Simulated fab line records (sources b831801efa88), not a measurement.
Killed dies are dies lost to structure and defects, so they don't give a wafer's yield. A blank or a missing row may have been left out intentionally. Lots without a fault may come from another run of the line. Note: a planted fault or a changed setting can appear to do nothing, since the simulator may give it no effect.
One fault seen from 2 desks + flow gf180mcu + only its own numbers are on each desk; what lay behind them is given at the end

== TOOL OWNER'S DESK, rie si-01 ==
The tool's own readings at GF_POLY_GATE_ETCH_13 (etches poly-Si in HBr/Cl2, stops on SiO2, target depth 198.5 nm, time 69.6 s): means of the sampled wafers that have a number, for each lot that ran on this tool. The brackets show how far a lot's mean lies from the usual mean; more than 4 standard deviations puts the lot out of limits, marked OUT.
Columns: A = drypump motor current A at GF_POLY_GATE_ETCH_13, usual 5.5 A; B = oes product au at GF_POLY_GATE_ETCH_13, usual 0.987 a.u.; C = throttle valve pct at GF_POLY_GATE_ETCH_13, usual 33.684 %
| lot  | first seen here | A   | B                | C      |
|------|-----------------|-----|------------------|--------|
| L889 | day 10 06:19    | 5.4 | 0.993            | 33.678 |
| L893 | day 11 12:44    | 5.3 | 0.987            | 33.679 |
| L894 | day 11 20:58    | 6.0 | 0.992            | 33.691 |
| L896 | day 13 04:39    | 5.4 | 0.976            | 33.686 |
| L906 | day 15 09:46    | 5.7 | 0.941 (-4.9) OUT | 33.695 |
| L907 | day 15 15:10    | 5.8 | 0.941 (-4.9) OUT | 33.686 |
| L908 | day 15 23:53    | 5.5 | 0.971            | 33.687 |
This desk finds L906, L907 out of limits, L906 being first, at day 15 09:46 (oes product au at GF_POLY_GATE_ETCH_13). In limits: L889, L893, L894, L896, L908.

== METROLOGY DESK ==
What the gauges read for every lot (on any tool): the sampled wafers with a number, averaged. The brackets show how far a lot's mean lies from the usual mean; more than 4 standard deviations puts the lot out of limits, marked OUT.
Columns: A = VT_IMPLANT_01_OVL at GF_VT_IMPLANT_OVL_MEAS_18, usual -0.2 nm; B = HV_LDD_OVL at GF_HV_LDD_OVL_MEAS_08, usual 0.9 nm
| lot  | first seen here | A    | B    |
|------|-----------------|------|------|
| L885 | day 6 06:15     | -1.3 | 0.5  |
| L886 | day 6 11:22     | 0.6  | 1.9  |
| L888 | day 7 00:05     | 0.4  | -1.9 |
| L889 | day 7 05:20     | -2.0 | 0.2  |
| L890 | day 7 08:44     | 1.6  | 0.8  |
| L891 | day 7 20:13     | 0.7  | 1.5  |
| L892 | day 8 00:11     | 0.6  | 1.6  |
| L893 | day 8 08:01     | 0.7  | 0.0  |
| L894 | day 8 15:47     | -0.1 | 3.4  |
| L896 | day 9 14:54     | -0.6 | -1.4 |
| L897 | day 9 19:02     | 0.0  | 2.7  |
| L899 | day 9 22:19     | 1.3  | -1.7 |
| L906 | day 11 20:23    | 0.9  | 1.5  |
| L907 | day 11 23:14    | -1.4 | -0.8 |
| L908 | day 12 05:11    | 0.5  | 2.5  |
This desk's verdict: no lot among the 15 shows anything out of limits.

== PUT TOGETHER ==
An alarm could have come from the tool owner's desk at day 15 09:46, on L906, L907.
From the metrology desk's view, nothing was out of limits.
The metrology desk has L906, L907 on record, within its limits.
Of the lots named, all ran GF_POLY_GATE_ETCH_13 on rie si-01.

== WHAT THE SIMULATOR PUT IN ==
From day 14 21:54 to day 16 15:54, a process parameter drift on rie si-01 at GF_POLY_GATE_ETCH_13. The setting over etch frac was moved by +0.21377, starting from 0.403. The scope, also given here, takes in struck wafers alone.
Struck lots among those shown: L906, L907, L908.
Delay in hours, fault start to first out-of-limits reading, by desk: the tool owner's desk at 12.
